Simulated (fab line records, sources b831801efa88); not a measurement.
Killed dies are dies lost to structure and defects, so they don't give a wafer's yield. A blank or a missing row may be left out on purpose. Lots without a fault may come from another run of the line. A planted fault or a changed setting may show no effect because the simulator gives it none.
Which tool did it? | flow sky130 | 12 lots, 36 wafers sampled, at 5 steps of a route of 708

WHAT THE GAUGES READ, wafer by wafer
SKY_NWELL_RS_MEAS_31: measures by four-point-probe.
lot  | measured     | on            | PWDE_RS (ohm/sq)
L712 | day 5 17:31  | film_metro-02 | 5256 5279 5273
L713 | day 5 22:59  | film_metro-01 | 5267 5280 5297
L715 | day 6 08:26  | film_metro-01 | 5312 5295 5295
L719 | day 7 07:06  | film_metro-04 | 5255 5264 5284
L721 | day 7 19:16  | film_metro-01 | 5292 5294 5289
L726 | day 9 01:51  | film_metro-04 | 5239 5238 5222
L727 | day 9 11:01  | film_metro-02 | 5289 5295 5278
L728 | day 9 16:32  | film_metro-01 | 5288 5277 5259
L729 | day 10 00:42 | film_metro-01 | 5260 5287 5259
L730 | day 10 06:01 | film_metro-01 | 5316 5314 5319
L731 | day 10 08:23 | film_metro-01 | 5314 5294 5298
L733 | day 11 00:07 | film_metro-02 | 5269 5273 5259

SKY_VT_ADJUST_HVTP_CD_MEAS_07: target cd 380 nm.
lot  | measured     | on        | cd_nm (nm)
L712 | day 6 11:12  | cd_sem-02 | 379.7 379.7 379.8
L713 | day 6 16:53  | cd_sem-01 | 383.1 381.0 379.3
L715 | day 7 03:53  | cd_sem-02 | 378.6 379.6 378.8
L719 | day 8 03:14  | cd_sem-01 | 382.0 381.0 383.7
L721 | day 8 15:28  | cd_sem-02 | 381.6 378.4 378.8
L726 | day 9 23:37  | cd_sem-01 | 369.6 370.9 371.9 369.5 370.5 372.5
L727 | day 10 08:43 | cd_sem-01 | 370.5 370.7 367.5 370.5 370.6 367.6
L728 | day 10 14:25 | cd_sem-02 | 382.3 384.0 382.3
L729 | day 10 22:25 | cd_sem-02 | 379.6 379.2 379.4
L730 | day 11 03:06 | cd_sem-01 | 380.6 384.3 383.8
L731 | day 11 05:49 | cd_sem-02 | 379.2 378.3 377.8
L733 | day 12 00:17 | cd_sem-01 | 380.5 380.8 380.4

SKY_VT_ADJUST_LVTN_TW_MEAS_10.
lot  | measured     | on            | VT_ADJUST_LVTN_TW
L712 | day 7 07:29  | film_metro-03 | 241.4 240.9 240.3
L713 | day 7 13:50  | film_metro-03 | 242.0 240.6 240.3
L715 | day 8 00:55  | film_metro-01 | 238.8 236.8 235.8
L719 | day 9 00:08  | film_metro-02 | 239.1 237.9 238.6
L721 | day 9 13:17  | film_metro-02 | 240.7 237.2 240.4
L726 | day 10 22:07 | film_metro-02 | 240.2 239.6 238.4
L727 | day 11 07:38 | film_metro-01 | 238.8 238.2 238.4
L728 | day 11 13:45 | film_metro-01 | 238.5 240.0 238.6
L729 | day 11 22:50 | film_metro-03 | 242.0 240.7 241.1
L730 | day 12 04:01 | film_metro-01 | 239.0 238.8 238.8
L731 | day 12 05:56 | film_metro-03 | 241.2 239.5 240.2
L733 | day 13 00:54 | film_metro-03 | 241.8 243.0 242.6

WHICH TOOL RAN EACH LOT (tool, then ch and the chambers of the sampled wafers, then the start)
lot  | SKY_NWELL_STRIP_25                   | SKY_VT_ADJUST_HVTP_DEVELOP_06
L712 | plasma_asher-01 ch 0,1, day 5 16:58  | litho_track-02 ch 0, day 6 11:03
L713 | plasma_asher-03 ch 0,1, day 5 22:26  | litho_track-04 ch 0, day 6 16:44
L715 | plasma_asher-01 ch 0,1, day 6 07:53  | litho_track-04 ch 0, day 7 03:44
L719 | plasma_asher-04 ch 0,1, day 7 06:26  | litho_track-01 ch 0, day 8 03:06
L721 | plasma_asher-03 ch 0,1, day 7 18:43  | litho_track-01 ch 0, day 8 15:19
L726 | plasma_asher-04 ch 0,1, day 9 01:16  | litho_track-04 ch 0, day 9 23:28
L727 | plasma_asher-03 ch 0,1, day 9 10:26  | litho_track-04 ch 0, day 10 08:34
L728 | plasma_asher-01 ch 0,1, day 9 15:58  | litho_track-01 ch 0, day 10 14:16
L729 | plasma_asher-01 ch 0,1, day 10 00:07 | litho_track-02 ch 0, day 10 22:16
L730 | plasma_asher-04 ch 0,1, day 10 05:28 | litho_track-02 ch 0, day 11 02:57
L731 | plasma_asher-04 ch 0,1, day 10 07:50 | litho_track-01 ch 0, day 11 05:40
L733 | plasma_asher-04 ch 0,1, day 10 23:34 | litho_track-02 ch 0, day 12 00:09
- SKY_NWELL_STRIP_25: strips in O2/N2.
- SKY_VT_ADJUST_HVTP_DEVELOP_06: develop time 60 s.

WHAT THE TOOLS THEMSELVES READ (means of the sampled wafers that have a number; where no wafer has one, the mark that the record gives instead)
SKY_NWELL_STRIP_25.
lot  | tool            | drypump_motor_current_A (A) | oes_product_au (a.u.) | strip_time_to_endpoint_s (s)
L712 | plasma_asher-01 | 5.7                         | 0.721                 | 36.96
L713 | plasma_asher-03 | 6.3                         | 0.720                 | 36.94
L715 | plasma_asher-01 | 5.6                         | 0.722                 | 36.76
L719 | plasma_asher-04 | 6.0                         | 0.728                 | 36.93
L721 | plasma_asher-03 | 6.3                         | 0.724                 | 37.00
L726 | plasma_asher-04 | 6.0                         | 0.722                 | 36.98
L727 | plasma_asher-03 | 6.3                         | 0.721                 | 36.99
L728 | plasma_asher-01 | 5.4                         | 0.723                 | 36.93
L729 | plasma_asher-01 | 5.4                         | 0.719                 | 36.75
L730 | plasma_asher-04 | 6.0                         | 0.723                 | 36.86
L731 | plasma_asher-04 | 6.0                         | 0.723                 | 36.95
L733 | plasma_asher-04 | 6.0                         | 0.725                 | 36.88

SKY_VT_ADJUST_HVTP_DEVELOP_06.
lot  | tool           | developer_temp_C (C)
L712 | litho_track-02 | 23.05
L713 | litho_track-04 | 22.99
L715 | litho_track-04 | 22.84
L719 | litho_track-01 | 23.00
L721 | litho_track-01 | 23.12
L726 | litho_track-04 | 25.38
L727 | litho_track-04 | 25.24
L728 | litho_track-01 | 22.81
L729 | litho_track-02 | 22.97
L730 | litho_track-02 | 23.00
L731 | litho_track-01 | 23.13
L733 | litho_track-02 | 23.07

THE ANSWER, worked out from the rows above alone
Rule: what is usual is taken from the lots themselves. Put in order of their means at a reading, lots are off if they are a third of the lots or fewer, leave a main group of 4 or more, and stand apart from it by a gap of 3 or more times the standard deviation of the main group's means; of several such gaps the widest counts. A main group whose means are all the same, to the digits that the tables above print for the reading, isn't used. A lot without any number at a reading at which 4 lots or more have one is off too. The other lots that the step has rows for count as sound. The gauges are gone through in route order, then the tools' own readings, and for those a lot's mean is taken as printed above. The first step at which some lot is off is used, and at that step the reading that is off furthest; a lot without a number counts as furthest.
Off: L726, L727, at SKY_VT_ADJUST_HVTP_CD_MEAS_07 (cd_nm). The main group: mean 380.6 nm, standard deviation 1.5.
A tool fits if, at a process step before that reading, it ran every lot that is off, and no sound lot after the first of them. The gauges at SKY_VT_ADJUST_HVTP_CD_MEAS_07 aren't tried: what is off there is off at SKY_VT_ADJUST_HVTP_DEVELOP_06 too, on other tools, and a gauge's error can't cause that. One fits: litho_track-04 at SKY_VT_ADJUST_HVTP_DEVELOP_06. Its last sound lot is L715 (day 7 03:44), its first lot that is off L726 (day 9 23:28): a fault that began between those two fits.
The tool's own readings at SKY_VT_ADJUST_HVTP_DEVELOP_06 bear it out: on the lots that are off they differ by more than 5 times the standard deviation of the sound lots' means. developer_temp_C reads 25.31 C there against 23.00 C on the sound lots.

WHAT THE SIMULATOR HAD PUT IN
Process parameter drift: litho_track-04, from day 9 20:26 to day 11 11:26, at SKY_VT_ADJUST_HVTP_DEVELOP_06. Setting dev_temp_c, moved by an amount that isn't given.
Lots struck among those shown: L726, L727. The rule above found the same.
